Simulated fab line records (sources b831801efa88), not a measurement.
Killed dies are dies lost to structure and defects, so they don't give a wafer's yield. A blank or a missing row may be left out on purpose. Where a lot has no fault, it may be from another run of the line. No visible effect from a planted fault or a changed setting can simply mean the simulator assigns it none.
Check of tool commonality | flow sky130 | 10 lots and 36 wafers in the sample

REASON FOR OPENING
2 of 10 lots carry a flag on the reading CAP2M_TIN_RS at SKY_CAP2M_RS_MEAS_03. Fault-free wafers read 6.91 ohm/sq, with a standard deviation of 0.067.
Rule: a lot is flagged in two cases, either no wafer of it has a number, or all its wafers with numbers fall more than 4 standard deviations from that mean. The rest of the lots are taken to be sound.

lot  | measured     | on            | CAP2M_TIN_RS (ohm/sq), wafer by wafer | flag
L962 | day 39 08:13 | film_metro-03 | 6.83 6.85 6.95                        |
L963 | day 40 01:28 | film_metro-03 | 6.95 6.82 6.83                        |
L968 | day 42 08:26 | film_metro-03 | 6.13 6.05 6.08 6.13 6.06 6.07         | FLAGGED
L971 | day 42 13:32 | film_metro-01 | 6.09 6.08 6.08 6.11 6.09 6.08         | FLAGGED
L973 | day 42 19:12 | film_metro-04 | 6.95 6.93 6.92                        |
L976 | day 43 12:41 | film_metro-01 | 6.93 6.86 6.89                        |
L981 | day 45 06:29 | film_metro-01 | 6.87 6.84 6.91                        |
L982 | day 45 09:10 | film_metro-04 | 6.90 6.86 6.93                        |
L983 | day 45 12:10 | film_metro-04 | 6.98 6.95 7.02                        |
L985 | day 47 02:11 | film_metro-03 | 6.82 6.96 6.97                        |
The mean of the flagged lots' numbers is 6.09 ohm/sq, -0.82 ohm/sq from the usual (-12 standard deviations).

EACH LOT AND THE TOOL IT RAN ON
4 process steps preceding the reading are held in the record, out of 708 steps in the route. Cell contents, in order: the tool; ch with the chambers the sampled wafers went through; the start.
lot  | flag    | SKY_VIA3_CMP_02               | SKY_VIA3_SPUTTER_20          | SKY_METAL4_SPUTTER_00        | SKY_CAP2M_SPUTTER_02
L962 |         | cmp-01 ch 0,2, day 38 04:50   | pvd_sputter-01, day 39 06:58 | pvd_sputter-04, day 39 07:51 | pvd_sputter-01, day 39 08:05
L963 |         | cmp-02 ch 0,3, day 38 23:05   | pvd_sputter-04, day 40 00:28 | pvd_sputter-03, day 40 01:08 | pvd_sputter-04, day 40 01:22
L968 | FLAGGED | cmp-01 ch 0,1,3, day 41 07:41 | pvd_sputter-04, day 42 07:22 | pvd_sputter-02, day 42 08:02 | pvd_sputter-01, day 42 08:17
L971 | FLAGGED | cmp-02 ch 0,2,3, day 41 12:23 | pvd_sputter-04, day 42 12:30 | pvd_sputter-02, day 42 13:10 | pvd_sputter-01, day 42 13:25
L973 |         | cmp-02 ch 0,2, day 41 17:52   | pvd_sputter-02, day 42 18:11 | pvd_sputter-04, day 42 18:52 | pvd_sputter-03, day 42 19:06
L976 |         | cmp-02 ch 1,2,3, day 42 11:57 | pvd_sputter-02, day 43 11:05 | pvd_sputter-04, day 43 12:20 | pvd_sputter-03, day 43 12:35
L981 |         | cmp-02 ch 0,1,2, day 44 06:22 | pvd_sputter-04, day 45 05:29 | pvd_sputter-04, day 45 06:08 | pvd_sputter-03, day 45 06:23
L982 |         | cmp-02 ch 2,3, day 44 08:53   | pvd_sputter-04, day 45 07:40 | pvd_sputter-03, day 45 08:49 | pvd_sputter-04, day 45 09:04
L983 |         | cmp-02 ch 0,1,2, day 44 11:46 | pvd_sputter-04, day 45 11:09 | pvd_sputter-02, day 45 11:49 | pvd_sputter-03, day 45 12:03
L985 |         | cmp-02 ch 0,3, day 46 04:02   | pvd_sputter-04, day 47 01:10 | pvd_sputter-03, day 47 01:49 | pvd_sputter-04, day 47 02:04
What these steps do:
- SKY_VIA3_CMP_02: polishes SiO2.
- SKY_VIA3_SPUTTER_20: material TiN, target thk 20 nm, time 80 s.
- SKY_METAL4_SPUTTER_00: material Ti, target thk 15 nm, time 10 s.
- SKY_CAP2M_SPUTTER_02: material TiN, target thk 200 nm, time 166.7 s.
- SKY_CAP2M_RS_MEAS_03: measures by four-point-probe.

FLAGGED AGAINST TOTAL, ONE TOOL AT A TIME (gauges that did the reading follow at the end)
step                  | tool           | lots run | flagged | share of the flagged lots | sound lots run after its first flagged lot
SKY_VIA3_CMP_02       | cmp-01         | 2        | 1       | some                      | 0
SKY_VIA3_CMP_02       | cmp-02         | 8        | 1       | some                      | 6 (L973,L976,L981,L982,L983,L985)
SKY_VIA3_SPUTTER_20   | pvd_sputter-01 | 1        | 0       | none                      | -
SKY_VIA3_SPUTTER_20   | pvd_sputter-02 | 2        | 0       | none                      | -
SKY_VIA3_SPUTTER_20   | pvd_sputter-04 | 7        | 2       | all                       | 4 (L981,L982,L983,L985)
SKY_METAL4_SPUTTER_00 | pvd_sputter-02 | 3        | 2       | all                       | 1 (L983)
SKY_METAL4_SPUTTER_00 | pvd_sputter-03 | 3        | 0       | none                      | -
SKY_METAL4_SPUTTER_00 | pvd_sputter-04 | 4        | 0       | none                      | -
SKY_CAP2M_SPUTTER_02  | pvd_sputter-01 | 3        | 2       | all                       | 0
SKY_CAP2M_SPUTTER_02  | pvd_sputter-03 | 4        | 0       | none                      | -
SKY_CAP2M_SPUTTER_02  | pvd_sputter-04 | 3        | 0       | none                      | -
SKY_CAP2M_RS_MEAS_03  | film_metro-01  | 3        | 1       | some                      | 2 (L976,L981)
SKY_CAP2M_RS_MEAS_03  | film_metro-03  | 4        | 1       | some                      | 1 (L985)
SKY_CAP2M_RS_MEAS_03  | film_metro-04  | 3        | 0       | none                      | -

WHAT THE TABLE ALLOWS
Every flagged lot was run by 3 rows of the table: pvd_sputter-04 at SKY_VIA3_SPUTTER_20, pvd_sputter-02 at SKY_METAL4_SPUTTER_00 and pvd_sputter-01 at SKY_CAP2M_SPUTTER_02.
- pvd_sputter-04 at SKY_VIA3_SPUTTER_20: 2 of its 7 lots flagged. Lots that were sound ran on it after the first flagged one (L981, L982, L983, L985); a persistent fault on the entire tool would not allow that.
- pvd_sputter-02 at SKY_METAL4_SPUTTER_00: 2 of its 3 lots flagged. Lots that were sound ran on it after the first flagged one (L983); a persistent fault on the entire tool would not allow that.
- pvd_sputter-01 at SKY_CAP2M_SPUTTER_02: 2 of its 3 lots flagged. Last sound lot L962 at day 39 08:05, first flagged lot L968 at day 42 08:17; a fault beginning in between fits.
pvd_sputter-01 at SKY_CAP2M_SPUTTER_02 is the single tool remaining.

WHAT THE SIMULATOR PUT IN
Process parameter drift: pvd_sputter-01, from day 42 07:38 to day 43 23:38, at SKY_CAP2M_SPUTTER_02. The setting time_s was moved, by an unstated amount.
Lots struck among those shown: L968, L971. Same finding as the rule above.
